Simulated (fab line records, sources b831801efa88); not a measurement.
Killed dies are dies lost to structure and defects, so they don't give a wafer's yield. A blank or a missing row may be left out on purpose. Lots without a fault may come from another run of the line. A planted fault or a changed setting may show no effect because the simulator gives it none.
A struck lot beside a sound one | flow sky130 | 17 steps out of a route of 708
Sound: wafers L977.1, L977.3, L977.5. Struck: wafer L988.4. (L988.3, L988.6 of the same lot were not struck and are left out.) The cause comes at the end.
At each step with rows: each side's tool, then ch and its chambers, then its first start. Under that, the readings that differ: sound wafers | struck wafers | difference of the means | sigmas: that difference in standard deviations of wafers without a fault.
alike: readings whose means differ by less than 2 such deviations, and words and numbers that are the same on both sides. not compared: withheld readings, readings that some wafer has no value for, bounds like >300 that may hide the same value, and numbers for which the record gives no deviation and whose values overlap.
The two part at a step that has a row with sigmas, a row that says differs or no value, or rows on one side only. Numbers that don't overlap but have no deviation are shown without sigmas and don't part them. A reading that every wafer of one side lacks parts them only if that side has two wafers or more.

first, 5 steps without rows for these wafers: SKY_VIA4_COAT_06 (resist thk 1140 nm); SKY_VIA4_SOFTBAKE_07 (time 60 s); SKY_VIA4_EXPOSE_08 (exposes mask VIM4, target cd 800 nm); SKY_VIA4_PEB_09; SKY_VIA4_DEVELOP_10 (develop time 60 s).
SKY_VIA4_OVL_MEAS_11:
  sound on overlay-01, day 43 06:31; struck on overlay-01, day 46 06:43
  alike: VIA4_OVL
SKY_VIA4_ETCH_12: etches SiO2 in C4F8/O2/Ar, stops on TiN, target depth 580 nm.
  sound on rie_diel-03 ch 0,1, day 43 06:32; struck on rie_diel-02 ch 3, day 46 06:44
  alike: oes_product_au
SKY_VIA4_STRIP_13: strips in O2/N2.
  sound on plasma_asher-03 ch 0,1, day 43 06:37; struck on plasma_asher-04 ch 0, day 46 06:50
  alike: drypump_motor_current_A, oes_product_au, strip_time_to_endpoint_s
  not compared: rf_hours_counter_h
then, 3 steps without rows for these wafers: SKY_VIA4_STRIP_14 (strips in post etch residue remover, time 1200 s); SKY_VIA4_CLEAN_15 (cleans in IPA, time 180 s); SKY_VIA4_CLEAN_16 (cleans in O3/DIW).
SKY_VIA4_SPUTTER_17: material TiN, target thk 20 nm, time 80 s.
  sound on pvd_sputter-04, day 43 07:21; struck on pvd_sputter-03, day 46 07:24
  alike: throttle_valve_pct
SKY_VIA4_CVD_18: deposits W, target thk 505 nm, time 152.14 s.
  sound on cvd_w-02 ch 0,1, day 43 07:25; struck on cvd_w-01 ch 0, day 46 07:31
  reading                            | sound                | struck | difference | sigmas
  susceptor_temp_C (C)               | 399.42 400.01 399.99 | 397.26 | -2.55      | -10
  model.W_of_VIA4_CVD_18.thk_nm (nm) | 500.3 507.1 507.3    | 478.5  | -26.4      |
  alike: heater_power_w
SKY_VIA4_RS_MEAS_19: measures by four-point-probe.
  sound on film_metro-03, day 43 07:34; struck on film_metro-03, day 46 07:39
  reading            | sound                | struck | difference | sigmas
  VIA4_W_RS (ohm/sq) | 0.2282 0.2253 0.2244 | 0.2384 | +0.0124    | +5
SKY_VIA4_THK_MEAS_20: measures by xrf.
  sound on film_metro-03, day 43 07:41; struck on film_metro-03, day 46 07:45
  reading         | sound       | struck | difference | sigmas
  VIA4_W_THK (nm) | 498 501 509 | 483    | -20        | -3
SKY_VIA4_CMP_21: polishes, stops on SiO2, t overpolish 25 s, target thk 0 nm.
  sound on cmp-01 ch 0,1,3, day 43 07:47; struck on cmp-01 ch 2, day 46 08:17
  alike: motor_current_A, overpolish_run_s, slurry_flow_ml_min, time_to_endpoint_s
SKY_PAD_OPEN_PROBE_99:
  the record has rows for the sound wafers here (prober-01, day 46 06:19) and none for the struck ones

WHERE THEY PART
First at SKY_VIA4_CVD_18; last, within this record, at SKY_PAD_OPEN_PROBE_99.

WHY: what the simulator had put in
Process parameter drift: cvd_w-01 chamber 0, from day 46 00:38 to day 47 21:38, at SKY_VIA4_CVD_18. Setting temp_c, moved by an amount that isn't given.
